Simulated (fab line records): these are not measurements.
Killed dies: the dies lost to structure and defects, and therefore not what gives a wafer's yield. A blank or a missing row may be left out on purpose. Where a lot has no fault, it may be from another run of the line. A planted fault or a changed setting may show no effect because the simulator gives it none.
fab line records	flow gf180mcu
record: lots: 24	wafers: 72	last_day: 34
route steps=602 shown M1@318 V2@387 V3@445 V4@491 V5@561
lots with no fault: from the same line, run without faults
start_h: the number of hours between the record's first day and the start of the first shown wafer of the lot	wait_h: hours from the lot's prior step to this one	" as in the row above	L1.1+2: a single row standing in for several wafers	- no value, or no start given	* or withheld: withheld	< > ~ a bound
route shown NAME@n: names a module that has steps shown in the file, with the first one's number in the route	usual: the fault-free wafers' mean and standard deviation	same: alike in all rows	chamber/n: place in a boat	sites: per-site readings	_std_site: the values' standard deviation	_edge_site: inner sites' mean taken away from outer sites' mean	radius_mm: how far each site lies from the wafer's centre	mask NAME#n: copy n	behind: the tool/chamber that last shaped the wafer	hold: reason for holding the lot/hours on hold/outcome of the hold	device: the transistor (n, p or np) that didn't switch	end of line: at the end of the route, the tests of the same wafers	for a step that has no rows: nothing shown but its recipe	killed: dies lost to structure and defects at the first sort, not the wafer's yield	map: a wafer's dies, x killed, . not, _ none there
set.NAME: the setting the step ran with; set.NAME@STEP: the setting that earlier step ran with	model.NAME: the simulator's own value behind a step, which no gauge read
a sample of lots followed through the steps of the route, with each step as a table and each wafer as a row
services: when a tool's chamber went out of use (start_h, in hours from the record's first day, below 0 if earlier), for how many hours, and the reason
== steps ==
step: GF_M1_SPUTTER_03
recipe: material: Ti	target_thk_nm: 10	substrate_temp_c: 300	chamber_pressure_pa: 0.3	power_w: 3000	time_s: 6.7
usual: chamber_pressure_pa: 0.3001/0.00063	substrate_temp_c: 299.97/0.23	throttle_valve_pct: 30.3/0.91
lot.wafer	tool	chamber	start_h	wait_h	chamber_pressure_pa	substrate_temp_c	throttle_valve_pct
L074.1	pvd_sputter-04	-	370.93	0.0	0.3002	300.00	29.5
L074.4	"	-	"	"	0.3000	299.86	30.6
L074.6	"	-	"	"	0.3002	300.11	30.0
L075.1	pvd_sputter-02	-	376.48	0.0	0.3003	299.88	32.1
L075.2	"	-	"	"	0.3002	300.49	29.6
L075.3	"	-	"	"	0.3005	299.94	30.6
L076.2	pvd_sputter-04	-	391.39	0.0	0.3003	300.20	29.8
L076.3	"	-	"	"	0.2993	300.07	31.2
L076.5	"	-	"	"	0.2994	300.19	31.2
L077.2	pvd_sputter-04	-	408.01	0.0	0.2998	300.10	29.7
L077.4	"	-	"	"	0.2991	300.42	29.4
L077.5	"	-	"	"	0.2999	299.99	29.9
L078.1	pvd_sputter-02	-	417.82	0.0	0.2999	300.03	30.3
L078.2	"	-	"	"	0.3002	299.85	29.5
L078.3	"	-	"	"	0.2984	300.32	32.1
L079.2	pvd_sputter-04	-	432.79	0.0	0.3005	299.78	31.3
L079.3	"	-	"	"	0.3005	300.02	30.0
L079.4	"	-	"	"	0.3004	299.81	29.1
L081.3	pvd_sputter-04	-	437.33	0.0	0.2989	300.25	29.3
L081.5	"	-	"	"	0.3005	299.59	30.2
L081.6	"	-	"	"	0.3009	300.03	29.5
L080.1	pvd_sputter-04	-	441.48	0.0	0.3000	299.89	30.1
L080.4	"	-	"	"	0.2997	300.17	29.6
L080.5	"	-	"	"	0.2994	299.80	30.2
L082.1	pvd_sputter-02	-	448.93	0.0	0.3002	299.62	29.5
L082.3	"	-	"	"	0.2997	299.91	30.4
L082.5	"	-	"	"	0.2991	300.40	30.4
L084.3	pvd_sputter-03	-	461.16	0.0	0.2991	299.78	29.0
L084.4	"	-	"	"	0.3013	299.68	29.0
L084.5	"	-	"	"	0.3004	299.77	30.3
L083.1	pvd_sputter-02	-	466.52	0.0	0.3000	300.30	32.3
L083.2	"	-	"	"	0.3000	300.13	30.2
L083.4	"	-	"	"	0.2994	300.40	29.6
L085.3	pvd_sputter-04	-	477.06	0.0	0.2994	299.88	29.7
L085.4	"	-	"	"	0.3001	299.97	29.5
L085.6	"	-	"	"	0.3006	300.11	30.2
L086.2	pvd_sputter-03	-	478.87	0.0	0.3008	299.86	28.8
L086.3	"	-	"	"	0.2995	300.05	29.4
L086.6	"	-	"	"	0.3004	300.17	29.4
L087.2	pvd_sputter-04	-	488.83	0.0	0.3007	300.30	31.2
L087.3	"	-	"	"	0.2991	300.27	29.2
L087.6	"	-	"	"	0.3008	299.78	30.2
L088.1	pvd_sputter-04	-	499.62	0.0	0.2999	299.45	30.7
L088.2	"	-	"	"	0.2999	300.05	30.5
L088.3	"	-	"	"	0.3005	299.95	29.4
L090.1	pvd_sputter-04	-	517.32	0.0	0.2996	300.24	29.3
L090.4	"	-	"	"	0.2993	299.87	30.1
L090.6	"	-	"	"	0.3007	300.30	31.1
L089.1	pvd_sputter-03	-	518.95	0.0	0.3000	300.16	30.0
L089.3	"	-	"	"	0.3000	299.91	29.0
L089.4	"	-	"	"	0.2998	299.71	31.9
L091.1	pvd_sputter-04	-	523.15	0.0	0.2991	300.07	30.4
L091.2	"	-	"	"	0.3009	299.99	31.0
L091.3	"	-	"	"	0.3008	300.16	29.6
L092.4	pvd_sputter-03	-	537.42	0.0	0.3000	300.27	29.2
L092.5	"	-	"	"	0.3005	299.99	29.3
L092.6	"	-	"	"	0.2999	299.41	31.9
L093.3	pvd_sputter-02	-	545.40	0.0	0.3006	300.26	32.2
L093.5	"	-	"	"	0.3014	299.99	31.9
L093.6	"	-	"	"	0.3006	299.80	30.7
L094.2	pvd_sputter-02	-	547.20	0.0	0.3002	300.29	32.0
L094.4	"	-	"	"	0.2997	299.83	30.7
L094.5	"	-	"	"	0.2990	299.90	30.4
L095.3	pvd_sputter-02	-	551.61	0.0	0.2996	299.71	32.0
L095.4	"	-	"	"	0.2998	300.15	29.3
L095.6	"	-	"	"	0.3006	300.03	30.2
L097.3	pvd_sputter-03	-	568.29	0.0	0.3005	300.36	29.0
L097.4	"	-	"	"	0.2994	300.00	31.7
L097.6	"	-	"	"	0.3010	299.97	30.0
L096.1	pvd_sputter-02	-	570.28	0.0	0.3002	300.13	30.2
L096.2	"	-	"	"	0.3003	299.88	30.8
L096.5	"	-	"	"	0.3006	299.76	32.1
step: GF_M1_RS_MEAS_05
recipe: thk_meas_gauge: four-point-probe	reads: TiN_of_M1_SPUTTER_04+Ti_of_M1_SPUTTER_03+AlCu_of_M1_SPUTTER_02+TiN_of_M1_SPUTTER_01+Ti_of_M1_SPUTTER_00
usual: M1_ALCU_RS: 0.0695/0.00073
lot.wafer	tool	chamber	start_h	wait_h	M1_ALCU_RS[ohm/sq]
L074.1	film_metro-02	-	370.99	0.0	0.0676
L074.4	"	-	"	"	0.0677
L074.6	"	-	"	"	0.0677
L075.1	film_metro-02	-	376.54	0.0	0.0708
L075.2	"	-	"	"	0.0708
L075.3	"	-	"	"	0.0710
L076.2	film_metro-02	-	391.47	0.0	0.0695
L076.3	"	-	"	"	0.0696
L076.5	"	-	"	"	0.0692
L077.2	film_metro-01	-	408.09	0.0	0.0692
L077.4	"	-	"	"	0.0679
L077.5	"	-	"	"	0.0688
L078.1	film_metro-02	-	417.88	0.0	0.0697
L078.2	"	-	"	"	0.0694
L078.3	"	-	"	"	0.0696
L079.2	film_metro-03	-	432.87	0.0	0.0695
L079.3	"	-	"	"	0.0694
L079.4	"	-	"	"	0.0695
L081.3	film_metro-02	-	437.43	0.1	0.0696
L081.5	"	-	"	"	0.0695
L081.6	"	-	"	"	0.0691
L080.1	film_metro-01	-	441.54	0.0	0.0687
L080.4	"	-	"	"	0.0689
L080.5	"	-	"	"	0.0690
L082.1	film_metro-01	-	448.99	0.0	0.0691
L082.3	"	-	"	"	0.0697
L082.5	"	-	"	"	0.0695
L084.3	film_metro-02	-	461.26	0.1	0.0701
L084.4	"	-	"	"	0.0700
L084.5	"	-	"	"	0.0694
L083.1	film_metro-01	-	466.58	0.0	0.0702
L083.2	"	-	"	"	0.0705
L083.4	"	-	"	"	0.0702
L085.3	film_metro-03	-	477.16	0.1	0.0697
L085.4	"	-	"	"	0.0702
L085.6	"	-	"	"	0.0700
L086.2	film_metro-01	-	478.95	0.0	0.0696
L086.3	"	-	"	"	0.0698
L086.6	"	-	"	"	0.0694
L087.2	film_metro-01	-	488.91	0.0	0.0699
L087.3	"	-	"	"	0.0696
L087.6	"	-	"	"	0.0696
L088.1	film_metro-03	-	499.68	0.0	0.0687
L088.2	"	-	"	"	0.0688
L088.3	"	-	"	"	0.0687
L090.1	film_metro-03	-	517.38	0.0	0.0685
L090.4	"	-	"	"	0.0686
L090.6	"	-	"	"	0.0683
L089.1	film_metro-02	-	519.01	0.0	0.0695
L089.3	"	-	"	"	0.0688
L089.4	"	-	"	"	0.0692
L091.1	film_metro-01	-	523.21	0.0	0.0686
L091.2	"	-	"	"	0.0687
L091.3	"	-	"	"	0.0688
L092.4	film_metro-02	-	537.54	0.1	0.0699
L092.5	"	-	"	"	0.0699
L092.6	"	-	"	"	0.0699
L093.3	film_metro-01	-	545.50	0.1	0.0696
L093.5	"	-	"	"	0.0694
L093.6	"	-	"	"	0.0690
L094.2	film_metro-03	-	547.28	0.0	0.0708
L094.4	"	-	"	"	0.0702
L094.5	"	-	"	"	0.0712
L095.3	film_metro-02	-	551.71	0.1	0.0699
L095.4	"	-	"	"	0.0704
L095.6	"	-	"	"	0.0699
L097.3	film_metro-02	-	568.39	0.1	0.0707
L097.4	"	-	"	"	0.0697
L097.6	"	-	"	"	0.0702
L096.1	film_metro-03	-	570.34	0.0	0.0701
L096.2	"	-	"	"	0.0698
L096.5	"	-	"	"	0.0696
step: GF_V2_BOW_MEAS_05
recipe: mode: bow
usual: V2_BOW: 100/7.2
lot.wafer	tool	chamber	start_h	wait_h	V2_BOW[um]
L074.1	film_metro-02	-	447.74	0.2	107
L074.4	"	-	"	"	89
L074.6	"	-	"	"	102
L075.1	film_metro-02	-	453.14	0.2	89
L075.2	"	-	"	"	88
L075.3	"	-	"	"	98
L076.2	film_metro-01	-	469.01	0.2	103
L076.3	"	-	"	"	115
L076.5	"	-	"	"	95
L077.2	film_metro-04	-	486.64	0.3	108
L077.4	"	-	"	"	92
L077.5	"	-	"	"	113
L078.1	film_metro-04	-	496.49	0.1	105
L078.2	"	-	"	"	106
L078.3	"	-	"	"	103
L079.2	film_metro-02	-	511.11	0.2	89
L079.3	"	-	"	"	99
L079.4	"	-	"	"	98
L081.3	film_metro-01	-	515.22	0.2	107
L081.5	"	-	"	"	106
L081.6	"	-	"	"	102
L080.1	film_metro-02	-	519.69	0.2	114
L080.4	"	-	"	"	105
L080.5	"	-	"	"	103
L082.1	film_metro-01	-	527.54	0.2	112
L082.3	"	-	"	"	108
L082.5	"	-	"	"	107
L084.3	film_metro-04	-	538.34	0.2	107
L084.4	"	-	"	"	100
L084.5	"	-	"	"	96
L083.1	film_metro-01	-	543.46	0.2	103
L083.2	"	-	"	"	102
L083.4	"	-	"	"	94
L085.3	film_metro-02	-	552.83	0.2	94
L085.4	"	-	"	"	103
L085.6	"	-	"	"	109
L086.2	film_metro-04	-	553.87	0.3	106
L086.3	"	-	"	"	97
L086.6	"	-	"	"	90
L087.2	film_metro-04	-	564.90	0.2	116
L087.3	"	-	"	"	88
L087.6	"	-	"	"	89
L088.1	film_metro-04	-	573.60	0.2	96
L088.2	"	-	"	"	108
L088.3	"	-	"	"	112
L090.1	film_metro-04	-	590.76	0.2	110
L090.4	"	-	"	"	107
L090.6	"	-	"	"	94
L089.1	film_metro-04	-	591.34	0.2	113
L089.3	"	-	"	"	100
L089.4	"	-	"	"	95
L091.1	film_metro-01	-	595.46	0.1	93
L091.2	"	-	"	"	102
L091.3	"	-	"	"	100
L092.4	film_metro-01	-	607.83	0.2	101
L092.5	"	-	"	"	105
L092.6	"	-	"	"	101
L093.3	film_metro-02	-	615.88	0.3	105
L093.5	"	-	"	"	88
L093.6	"	-	"	"	99
L094.2	film_metro-02	-	617.92	0.2	105
L094.4	"	-	"	"	96
L094.5	"	-	"	"	100
L095.3	film_metro-04	-	622.17	0.2	96
L095.4	"	-	"	"	93
L095.6	"	-	"	"	100
L097.3	film_metro-04	-	637.23	0.3	97
L097.4	"	-	"	"	99
L097.6	"	-	"	"	96
L096.1	film_metro-02	-	639.39	0.1	99
L096.2	"	-	"	"	107
L096.5	"	-	"	"	91
step: GF_V3_ETCH_16
recipe: chemistry: N2/H2	target_depth_a: withheld	overetch_a: withheld	time_s: withheld	target: BARC	ion_energy_ev: 200	source_w: 500	bias_w: 100	pressure_mtorr: 30	n2_flow_sccm: 100	h2_flow_sccm: 200
usual: bias_w: 100.0/0.32	drypump_motor_current_A: 5.5/0.48	oes_product_au: 0.855/0.0044	throttle_valve_pct: 13.224/0.0094
lot.wafer	tool	chamber	start_h	wait_h	bias_w	drypump_motor_current_A	oes_product_au	throttle_valve_pct
L074.1	rie_diel-04	1	524.78	0.0	99.7	6.2	0.857	13.240
L074.4	"	1	"	"	100.0	6.3	0.855	13.212
L074.6	"	1	"	"	99.8	6.2	0.857	13.214
L075.1	rie_diel-02	2	529.86	0.0	99.8	5.9	0.861	13.231
L075.2	"	3	"	"	100.0	5.9	0.860	13.221
L075.3	"	0	"	"	99.6	4.9	0.859	13.224
L076.2	rie_diel-01	2	545.36	0.0	99.6	5.9	0.858	13.227
L076.3	"	1	"	"	100.2	4.7	0.857	13.212
L076.5	"	2	"	"	100.2	5.8	0.860	13.225
L077.2	rie_diel-01	0	560.53	0.0	100.5	5.1	0.862	13.230
L077.4	"	1	"	"	100.1	4.7	0.851	13.211
L077.5	"	0	"	"	100.2	5.1	0.853	13.215
L078.1	rie_diel-01	0	570.28	0.0	100.1	5.1	0.855	13.227
L078.2	"	3	"	"	99.6	6.1	0.855	13.222
L078.3	"	2	"	"	100.3	5.9	0.848	13.245
L079.2	rie_diel-01	0	583.63	0.0	100.2	5.1	0.845	13.224
L079.3	"	2	"	"	100.2	5.9	0.850	13.236
L079.4	"	0	"	"	99.7	5.1	0.859	13.239
L081.3	rie_diel-01	0	586.68	0.0	100.3	5.1	0.852	13.219
L081.5	"	2	"	"	100.3	5.8	0.861	13.235
L081.6	"	3	"	"	100.3	6.1	0.862	13.224
L080.1	rie_diel-04	3	591.13	0.0	99.2	5.2	0.856	13.228
L080.4	"	3	"	"	99.2	5.2	0.857	13.230
L080.5	"	2	"	"	100.2	5.7	0.860	13.224
L082.1	rie_diel-02	1	598.11	0.0	100.3	5.6	0.857	13.233
L082.3	"	3	"	"	99.8	5.8	0.850	13.221
L082.5	"	1	"	"	99.9	5.6	0.855	13.226
L084.3	rie_diel-01	2	608.28	0.0	99.8	5.8	0.860	13.228
L084.4	"	3	"	"	99.5	6.1	0.857	13.202
L084.5	"	3	"	"	99.7	6.1	0.855	13.215
L083.1	rie_diel-01	1	612.98	0.0	100.1	4.7	0.860	13.216
L083.2	"	3	"	"	99.8	6.1	0.860	13.227
L083.4	"	2	"	"	100.8	5.8	0.857	13.216
L085.3	rie_diel-01	3	622.08	0.0	100.3	6.1	0.858	13.233
L085.4	"	2	"	"	99.9	5.9	0.854	13.238
L085.6	"	3	"	"	99.6	6.1	0.858	13.213
L086.2	rie_diel-02	2	622.91	0.0	99.9	5.9	0.861	13.219
L086.3	"	0	"	"	99.5	4.9	0.852	13.207
L086.6	"	0	"	"	99.3	4.9	0.846	13.210
L087.2	rie_diel-04	0	631.48	0.0	99.4	4.9	0.853	13.215
L087.3	"	2	"	"	100.3	5.7	0.860	13.229
L087.6	"	1	"	"	100.0	6.2	0.858	13.220
L088.1	rie_diel-02	1	640.56	0.0	100.0	5.6	0.855	13.209
L088.2	"	3	"	"	99.9	5.8	0.860	13.221
L088.3	"	2	"	"	99.9	5.8	0.853	13.219
L090.1	rie_diel-02	2	655.93	0.0	100.2	5.9	0.855	13.221
L090.4	"	1	"	"	100.4	5.6	0.856	13.239
L090.6	"	0	"	"	100.5	4.9	0.862	13.237
L089.1	rie_diel-01	0	656.48	0.0	99.6	5.1	0.855	13.230
L089.3	"	1	"	"	100.7	4.7	0.862	13.211
L089.4	"	3	"	"	100.4	6.1	0.859	13.208
L091.1	rie_diel-04	2	661.81	0.0	99.6	5.7	0.858	13.215
L091.2	"	0	"	"	100.5	5.0	0.851	13.214
L091.3	"	3	"	"	100.0	5.2	0.850	13.222
L092.4	rie_diel-01	2	672.63	0.0	100.2	5.8	0.853	13.222
L092.5	"	0	"	"	99.7	5.1	0.853	13.228
L092.6	"	3	"	"	99.6	6.1	0.850	13.222
L093.3	rie_diel-02	0	680.18	0.0	100.0	4.9	0.855	13.236
L093.5	"	1	"	"	99.9	5.6	0.859	13.231
L093.6	"	0	"	"	99.4	4.9	0.859	13.228
L094.2	rie_diel-04	0	681.53	0.0	99.9	4.9	0.851	13.212
L094.4	"	2	"	"	100.2	5.7	0.844	13.233
L094.5	"	2	"	"	100.3	5.7	0.860	13.220
L095.3	rie_diel-02	0	686.51	0.0	100.3	4.9	0.857	13.216
L095.4	"	1	"	"	99.6	5.6	0.856	13.221
L095.6	"	2	"	"	99.9	5.9	0.861	13.221
L097.3	rie_diel-01	2	699.26	0.0	100.4	5.9	0.858	13.228
L097.4	"	3	"	"	100.2	6.1	0.858	13.215
L097.6	"	2	"	"	100.0	5.9	0.856	13.227
L096.1	rie_diel-02	0	701.03	0.0	100.0	4.9	0.858	13.223
L096.2	"	2	"	"	100.3	5.9	0.855	13.227
L096.5	"	1	"	"	100.3	5.7	0.854	13.220
step: GF_V4_OVL_MEAS_15
usual: V4_OVL: -5/4.7
lot.wafer	tool	chamber	start_h	wait_h	V4_OVL[nm]
L074.1	overlay-02	-	574.03	0.1	-6
L074.4	"	-	"	"	-7
L074.6	"	-	"	"	-5
L075.1	overlay-02	-	578.32	0.1	-12
L075.2	"	-	"	"	-13
L075.3	"	-	"	"	-5
L076.2	overlay-01	-	593.17	0.1	-3
L076.3	"	-	"	"	-1
L076.5	"	-	"	"	-2
L077.2	overlay-02	-	606.87	0.1	-9
L077.4	"	-	"	"	-5
L077.5	"	-	"	"	-8
L078.1	overlay-01	-	616.73	0.1	4
L078.2	"	-	"	"	2
L078.3	"	-	"	"	4
L079.2	overlay-01	-	629.03	0.1	-7
L079.3	"	-	"	"	-7
L079.4	"	-	"	"	-9
L081.3	overlay-02	-	631.30	0.1	-5
L081.5	"	-	"	"	-5
L081.6	"	-	"	"	-8
L080.1	overlay-01	-	636.09	0.1	-9
L080.4	"	-	"	"	-3
L080.5	"	-	"	"	-11
L082.1	overlay-01	-	643.58	0.1	-6
L082.3	"	-	"	"	-5
L082.5	"	-	"	"	-4
L084.3	overlay-01	-	651.88	0.1	-3
L084.4	"	-	"	"	-9
L084.5	"	-	"	"	-5
L083.1	overlay-02	-	657.82	0.1	-3
L083.2	"	-	"	"	-8
L083.4	"	-	"	"	2
L085.3	overlay-01	-	665.40	0.1	-14
L085.4	"	-	"	"	-15
L085.6	"	-	"	"	-13
L086.2	overlay-01	-	666.17	0.1	7
L086.3	"	-	"	"	-4
L086.6	"	-	"	"	3
L087.2	overlay-02	-	673.90	0.1	-5
L087.3	"	-	"	"	-1
L087.6	"	-	"	"	2
L088.1	overlay-01	-	683.07	0.1	-7
L088.2	"	-	"	"	-7
L088.3	"	-	"	"	-3
L090.1	overlay-02	-	697.09	0.1	-12
L090.4	"	-	"	"	-5
L090.6	"	-	"	"	-8
L089.1	overlay-01	-	697.98	0.1	-8
L089.3	"	-	"	"	-15
L089.4	"	-	"	"	-12
L091.1	overlay-02	-	703.22	0.1	-9
L091.2	"	-	"	"	-11
L091.3	"	-	"	"	-7
L092.4	overlay-01	-	714.35	0.1	2
L092.5	"	-	"	"	-1
L092.6	"	-	"	"	-5
L093.3	overlay-02	-	720.78	0.1	-3
L093.5	"	-	"	"	-2
L093.6	"	-	"	"	1
L094.2	overlay-02	-	722.07	0.1	1
L094.4	"	-	"	"	3
L094.5	"	-	"	"	-1
L095.3	overlay-01	-	728.19	0.1	-3
L095.4	"	-	"	"	0
L095.6	"	-	"	"	-4
L097.3	overlay-02	-	738.30	0.1	-1
L097.4	"	-	"	"	-4
L097.6	"	-	"	"	-7
L096.1	overlay-01	-	740.53	0.1	-8
L096.2	"	-	"	"	1
L096.5	"	-	"	"	-6
step: GF_V5_SPUTTER_21
recipe: material: Ti	target_thk_nm: 15	chamber_pressure_pa: 5	power_w: 2500	substrate_temp_c: 200	time_s: 80.02
usual: chamber_pressure_pa: 5.000/0.01	substrate_temp_c: 200.01/0.17	throttle_valve_pct: 30.4/1
lot.wafer	tool	chamber	start_h	wait_h	chamber_pressure_pa	substrate_temp_c	throttle_valve_pct
L074.1	pvd_sputter-02	-	641.83	0.0	4.991	200.07	29.7
L074.4	"	-	"	"	5.013	199.95	30.4
L074.6	"	-	"	"	5.001	199.76	32.0
L075.1	pvd_sputter-02	-	646.30	0.0	4.995	200.00	30.9
L075.2	"	-	"	"	5.008	200.19	30.3
L075.3	"	-	"	"	4.999	199.97	29.6
L076.2	pvd_sputter-02	-	659.66	0.0	4.995	200.14	30.8
L076.3	"	-	"	"	5.014	200.03	30.4
L076.5	"	-	"	"	4.986	199.96	32.1
L077.2	pvd_sputter-01	-	672.56	0.0	4.996	199.62	29.2
L077.4	"	-	"	"	5.000	199.88	31.3
L077.5	"	-	"	"	5.001	199.94	31.4
L078.1	pvd_sputter-04	-	681.46	0.0	4.988	199.90	31.1
L078.2	"	-	"	"	5.009	200.16	29.6
L078.3	"	-	"	"	4.978	200.19	30.0
L079.2	pvd_sputter-01	-	691.30	0.0	5.005	199.95	29.1
L079.3	"	-	"	"	5.006	199.85	31.4
L079.4	"	-	"	"	4.984	199.84	31.4
L081.3	pvd_sputter-02	-	695.31	0.0	5.009	200.03	30.7
L081.5	"	-	"	"	5.009	199.93	32.2
L081.6	"	-	"	"	4.991	200.14	29.9
L080.1	pvd_sputter-01	-	699.36	0.0	4.996	200.16	29.3
L080.4	"	-	"	"	5.015	199.74	29.1
L080.5	"	-	"	"	4.993	199.90	30.9
L082.1	pvd_sputter-02	-	705.52	0.0	5.015	200.16	30.5
L082.3	"	-	"	"	4.998	199.94	29.5
L082.5	"	-	"	"	4.988	199.81	32.1
L084.3	pvd_sputter-04	-	714.14	0.0	5.013	199.95	29.5
L084.4	"	-	"	"	4.996	200.01	30.2
L084.5	"	-	"	"	5.000	200.23	29.6
L083.1	pvd_sputter-01	-	718.99	0.0	5.007	200.00	31.5
L083.2	"	-	"	"	5.009	199.61	29.5
L083.4	"	-	"	"	5.010	199.71	31.0
L085.3	pvd_sputter-02	-	727.01	0.0	4.997	200.16	32.1
L085.4	"	-	"	"	5.019	200.00	30.6
L085.6	"	-	"	"	5.017	199.94	30.4
L086.2	pvd_sputter-01	-	727.12	0.0	5.006	199.92	31.4
L086.3	"	-	"	"	5.006	200.13	29.3
L086.6	"	-	"	"	5.002	199.86	31.1
L087.2	pvd_sputter-01	-	735.45	0.0	4.982	200.04	29.4
L087.3	"	-	"	"	5.003	199.97	31.1
L087.6	"	-	"	"	4.986	199.86	31.3
L088.1	pvd_sputter-01	-	742.54	0.0	5.008	200.00	29.2
L088.2	"	-	"	"	4.991	199.78	31.4
L088.3	"	-	"	"	4.993	200.20	29.1
L090.1	pvd_sputter-01	-	755.32	0.0	4.983	200.02	29.4
L090.4	"	-	"	"	4.982	199.90	31.7
L090.6	"	-	"	"	4.984	200.11	31.1
L089.1	pvd_sputter-02	-	755.61	0.0	4.986	200.01	29.9
L089.3	"	-	"	"	5.023	200.11	32.0
L089.4	"	-	"	"	5.004	199.79	30.4
L091.1	pvd_sputter-04	-	760.59	0.0	5.010	200.10	29.8
L091.2	"	-	"	"	4.997	200.05	31.5
L091.3	"	-	"	"	4.999	199.64	29.3
L092.4	pvd_sputter-01	-	771.74	0.0	5.011	199.72	29.6
L092.5	"	-	"	"	4.992	199.92	31.4
L092.6	"	-	"	"	4.998	200.22	29.3
L093.3	pvd_sputter-01	-	776.39	0.0	5.015	200.48	31.0
L093.5	"	-	"	"	4.994	199.94	29.3
L093.6	"	-	"	"	4.990	199.91	31.5
L094.2	pvd_sputter-01	-	777.92	0.0	4.999	200.08	31.5
L094.4	"	-	"	"	5.012	199.92	29.5
L094.5	"	-	"	"	4.993	199.95	31.6
L095.3	pvd_sputter-01	-	783.44	0.0	5.002	200.05	29.4
L095.4	"	-	"	"	4.993	199.92	29.2
L095.6	"	-	"	"	5.002	200.00	29.6
L097.3	pvd_sputter-01	-	792.70	0.0	4.996	200.01	31.4
L097.4	"	-	"	"	4.995	200.30	29.3
L097.6	"	-	"	"	4.997	200.27	29.1
L096.1	pvd_sputter-02	-	793.71	0.0	4.990	200.18	30.5
L096.2	"	-	"	"	4.986	200.30	32.0
L096.5	"	-	"	"	5.008	200.33	32.4
== services ==
tool	chamber	start_h	hours	kind
rie_diel-01	2	353.22	1.6	repair
rie_diel-01	0	378.11	6.2	repair
pvd_sputter-01	-	403.02	2.1	repair
pvd_sputter-01	-	415.08	2.8	repair
pvd_sputter-04	-	426.53	5.5	repair
rie_diel-02	1	449.61	6.0	repair
rie_diel-02	2	449.72	4.2	repair
rie_diel-01	0	480.10	12.4	repair
pvd_sputter-04	-	491.04	2.2	repair
pvd_sputter-01	-	495.94	5.4	repair
pvd_sputter-02	-	523.83	6.7	repair
rie_diel-01	1	536.99	5.5	repair
pvd_sputter-01	-	546.55	2.9	repair
rie_diel-01	2	552.85	2.5	repair
pvd_sputter-04	-	617.91	5.6	repair
pvd_sputter-01	-	630.58	2.0	repair
pvd_sputter-01	-	646.15	14.4	repair
pvd_sputter-04	-	661.09	8.7	repair
pvd_sputter-01	-	677.02	8.9	repair
rie_diel-01	-	689.84	2.8	pm
rie_diel-01	2	693.54	4.7	repair
pvd_sputter-02	-	702.98	1.9	repair
pvd_sputter-04	-	714.70	1.3	repair
rie_diel-01	0	724.92	9.8	repair
== key ==
fault none
